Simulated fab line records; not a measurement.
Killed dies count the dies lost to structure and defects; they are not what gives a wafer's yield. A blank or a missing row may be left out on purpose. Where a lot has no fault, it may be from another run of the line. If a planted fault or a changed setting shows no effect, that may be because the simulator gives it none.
Chamber matching :: flow gf180mcu :: rie diel-01 running GF_CONTACT_ETCH_16: 4 sister chambers
The step etches BARC in N2/H2. 14 wafers are shown with their chamber, then 7 later ones without.

## WAFERS PAIRED WITH THEIR CHAMBERS
wafer: L434.1
chamber: 3
drypump motor current A (A): 5.6
throttle valve pct (%): 13.238
oes product au (a.u.): 0.841

wafer: L434.3
chamber: 0
drypump motor current A (A): 6.3
throttle valve pct (%): 13.239
oes product au (a.u.): 0.853

wafer: L434.5
chamber: 3
drypump motor current A (A): 5.5
throttle valve pct (%): 13.223
oes product au (a.u.): 0.855

wafer: L433.2
chamber: 2
drypump motor current A (A): 6.0
throttle valve pct (%): 13.226
oes product au (a.u.): 0.860

wafer: L433.4
chamber: 2
drypump motor current A (A): 6.0
throttle valve pct (%): 13.228
oes product au (a.u.): 0.864

wafer: L433.6
chamber: 3
drypump motor current A (A): 5.5
throttle valve pct (%): 13.224
oes product au (a.u.): 0.857

wafer: L440.3
chamber: 2
drypump motor current A (A): 6.0
throttle valve pct (%): 13.220
oes product au (a.u.): 0.860

wafer: L440.4
chamber: 1
drypump motor current A (A): 6.8
throttle valve pct (%): 13.232
oes product au (a.u.): 0.854

wafer: L440.5
chamber: 1
drypump motor current A (A): 6.8
throttle valve pct (%): 13.229
oes product au (a.u.): 0.854

wafer: L443.1
chamber: 1
drypump motor current A (A): 6.8
throttle valve pct (%): 13.231
oes product au (a.u.): 0.858

wafer: L443.2
chamber: 3
drypump motor current A (A): 5.5
throttle valve pct (%): 13.237
oes product au (a.u.): 0.863

wafer: L443.5
chamber: 1
drypump motor current A (A): 6.8
throttle valve pct (%): 13.222
oes product au (a.u.): 0.856

wafer: L444.2
chamber: 3
drypump motor current A (A): 5.6
throttle valve pct (%): 13.215
oes product au (a.u.): 0.844

wafer: L444.3
chamber: 1
drypump motor current A (A): 6.8
throttle valve pct (%): 13.223
oes product au (a.u.): 0.858

SIGNATURES (averages over the wafers above)
reading: drypump motor current A
chamber 0: 6.300
chamber 1: 6.800
chamber 2: 6.000
chamber 3: 5.540
scatter within a chamber: 0.0346

reading: throttle valve pct
chamber 0: 13.23900
chamber 1: 13.22740
chamber 2: 13.22467
chamber 3: 13.22740
scatter within a chamber: 0.00713

reading: oes product au
chamber 0: 0.85300
chamber 1: 0.85600
chamber 2: 0.86133
chamber 3: 0.85200
scatter within a chamber: 0.00606
Rule: for a wafer and a chamber, the distance is found by dividing, reading by reading, the gap between the wafer's reading and the chamber's mean by the reading's scatter, squaring, summing and taking the root. If the next closest chamber is less than 2 further off than the closest, the wafer can't be placed; otherwise it belongs to the closest. The scatter: the root of (the sum of the squares of (reading less its chamber's mean) over the shown wafers, divided by (wafers less chambers)).

## WAFERS WITHOUT THEIR CHAMBER
wafer: L444.6
drypump motor current A (A): 6.8
throttle valve pct (%): 13.212
oes product au (a.u.): 0.852

wafer: L452.1
drypump motor current A (A): 6.2
throttle valve pct (%): 13.233
oes product au (a.u.): 0.854

wafer: L452.2
drypump motor current A (A): 5.5
throttle valve pct (%): 13.228
oes product au (a.u.): 0.856

wafer: L452.6
drypump motor current A (A): 5.5
throttle valve pct (%): 13.239
oes product au (a.u.): 0.852

wafer: L454.1
drypump motor current A (A): 6.0
throttle valve pct (%): 13.233
oes product au (a.u.): 0.849

wafer: L454.2
drypump motor current A (A): 5.5
throttle valve pct (%): 13.223
oes product au (a.u.): 0.851

wafer: L454.3
drypump motor current A (A): 6.8
throttle valve pct (%): 13.225
oes product au (a.u.): 0.854

## CHAMBER TAKEN BY EACH
wafer: L444.6
from the rows above: 1
in truth: 1

wafer: L452.1
from the rows above: 0
in truth: 0

wafer: L452.2
from the rows above: 3
in truth: 3

wafer: L452.6
from the rows above: 3
in truth: 3

wafer: L454.1
from the rows above: 2
in truth: 2

wafer: L454.2
from the rows above: 3
in truth: 3

wafer: L454.3
from the rows above: 1
in truth: 1
Placed correctly: 7 of 7. Can't be placed from these rows: 0. 0 placed wrongly.
